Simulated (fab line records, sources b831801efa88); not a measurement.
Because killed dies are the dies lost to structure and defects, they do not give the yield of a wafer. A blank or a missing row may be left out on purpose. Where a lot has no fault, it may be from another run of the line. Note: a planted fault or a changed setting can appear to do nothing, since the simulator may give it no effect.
2 desks, one fault ; flow gf180mcu ; each desk holds nothing but its own numbers, with what lay behind them at the end

## FOR THE TOOL OWNER'S DESK: litho track-01
The tool's own readings at GF_V5_DEVELOP_13 (develop time 60 s): means of the sampled wafers that have a number, for each lot that ran on this tool. If a lot's mean is further than 4 standard deviations from the usual mean, the lot is out of limits and carries the mark OUT (the distance appears in the brackets).
Columns: A = chill plate temp C at GF_V5_DEVELOP_13, usual 23.00 C; B = exhaust pa at GF_V5_DEVELOP_13, usual 45.1 Pa
lot;first seen here;A;B
L825;day 27 12:13;23.14;44.8
L832;day 29 16:41;22.95;44.8
L833;day 30 00:55;22.88;44.2
L843;day 32 18:53;23.16;45.1
L844;day 33 04:05;22.96;46.3
L847;day 33 10:14;22.97;44.0
Finding of this desk: none of the 6 lots has anything out of limits.

## FROM THE METROLOGY DESK
Lot by lot, what the gauges showed, no matter which tool ran the lot: averages of those sampled wafers that carry a number. If a lot's mean is further than 4 standard deviations from the usual mean, the lot is out of limits and carries the mark OUT (the distance appears in the brackets).
Columns: A = M5_OVL at GF_M5_OVL_MEAS_08, usual 3 nm
lot;first seen here;A
L825;day 26 14:58;17
L829;day 28 00:37;3
L830;day 28 02:58;4
L831;day 28 11:56;8
L832;day 28 20:19;-9
L833;day 29 05:14;-1
L836;day 30 00:00;4
L841;day 31 13:51;5
L842;day 31 21:53;3
L843;day 32 01:28;-1
L844;day 32 10:15;-1
L845;day 32 10:58;5
L846;day 32 13:43;10
L847;day 32 16:45;-1
Finding of this desk: none of the 14 lots has anything out of limits.

## PUT TOGETHER
The desk of the tool owner found nothing out of limits.
Metrology desk: nothing out of limits seen.

## WHAT THE SIMULATOR HAD INSERTED
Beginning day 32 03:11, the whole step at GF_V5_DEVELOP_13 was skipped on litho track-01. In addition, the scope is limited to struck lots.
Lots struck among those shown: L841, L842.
